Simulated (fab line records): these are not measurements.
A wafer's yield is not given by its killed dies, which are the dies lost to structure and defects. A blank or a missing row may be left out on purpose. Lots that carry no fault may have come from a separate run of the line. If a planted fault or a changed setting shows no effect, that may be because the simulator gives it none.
Chamber matching / flow gf180mcu / GF_CONTACT_CMP_04 on cmp-02 has 4 sister chambers
The step polishes SiO2. 8 wafers are shown with their chamber, then 9 later ones without.

WAFERS WITH THEIR CHAMBER
wafer=L558.5; chamber=1; motor_current_A (A)=12.9; retaining_ring_pressure_frac=1.006
wafer=L558.6; chamber=2; motor_current_A (A)=12.5; retaining_ring_pressure_frac=0.998
wafer=L560.1; chamber=0; motor_current_A (A)=10.5; retaining_ring_pressure_frac=1.004
wafer=L560.4; chamber=3; motor_current_A (A)=11.2; retaining_ring_pressure_frac=0.997
wafer=L560.6; chamber=0; motor_current_A (A)=9.6; retaining_ring_pressure_frac=1.001
wafer=L569.2; chamber=2; motor_current_A (A)=13.8; retaining_ring_pressure_frac=1.006
wafer=L569.3; chamber=1; motor_current_A (A)=12.3; retaining_ring_pressure_frac=0.999
wafer=L569.4; chamber=3; motor_current_A (A)=10.9; retaining_ring_pressure_frac=0.994

WAFERS MISSING THEIR CHAMBER
wafer=L570.1; motor_current_A (A)=12.2; retaining_ring_pressure_frac=0.997
wafer=L570.2; motor_current_A (A)=10.8; retaining_ring_pressure_frac=0.995
wafer=L570.5; motor_current_A (A)=10.0; retaining_ring_pressure_frac=0.999
wafer=L572.2; motor_current_A (A)=11.9; retaining_ring_pressure_frac=1.000
wafer=L572.5; motor_current_A (A)=11.5; retaining_ring_pressure_frac=0.998
wafer=L572.6; motor_current_A (A)=10.0; retaining_ring_pressure_frac=0.997
wafer=L573.1; motor_current_A (A)=10.7; retaining_ring_pressure_frac=0.996
wafer=L573.2; motor_current_A (A)=10.3; retaining_ring_pressure_frac=1.003
wafer=L573.3; motor_current_A (A)=12.0; retaining_ring_pressure_frac=1.005

WHICH CHAMBER EACH WENT THROUGH
wafer=L570.1; from the rows above=can't be placed: 1 or 3 or 2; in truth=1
wafer=L570.2; from the rows above=can't be placed: 3 or 0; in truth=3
wafer=L570.5; from the rows above=can't be placed: 0 or 3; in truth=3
wafer=L572.2; from the rows above=can't be placed: 1 or 3 or 2 or 0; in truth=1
wafer=L572.5; from the rows above=can't be placed: 3 or 1 or 0 or 2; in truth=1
wafer=L572.6; from the rows above=can't be placed: 0 or 3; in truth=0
wafer=L573.1; from the rows above=can't be placed: 3 or 0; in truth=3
wafer=L573.2; from the rows above=can't be placed: 0 or 3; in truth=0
wafer=L573.3; from the rows above=can't be placed: 1 or 2 or 3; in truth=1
Placed correctly: 0 of 9. These rows do not allow placing 9 (true chamber among the candidates in 9). Wrongly placed: 0.
How it was worked out, from the rows above alone: a wafer's distance from a chamber is the root of the sum, over the readings, of the square of ((its reading less the chamber's mean) divided by the reading's scatter). The wafer belongs to the nearest chamber; if the next one is less than 2 further off, it can't be placed. A chamber's mean is the mean of its shown wafers. The scatter is the square root of a quotient: the sum, over the shown wafers, of each reading's squared deviation from its chamber's mean, divided by wafers minus chambers.
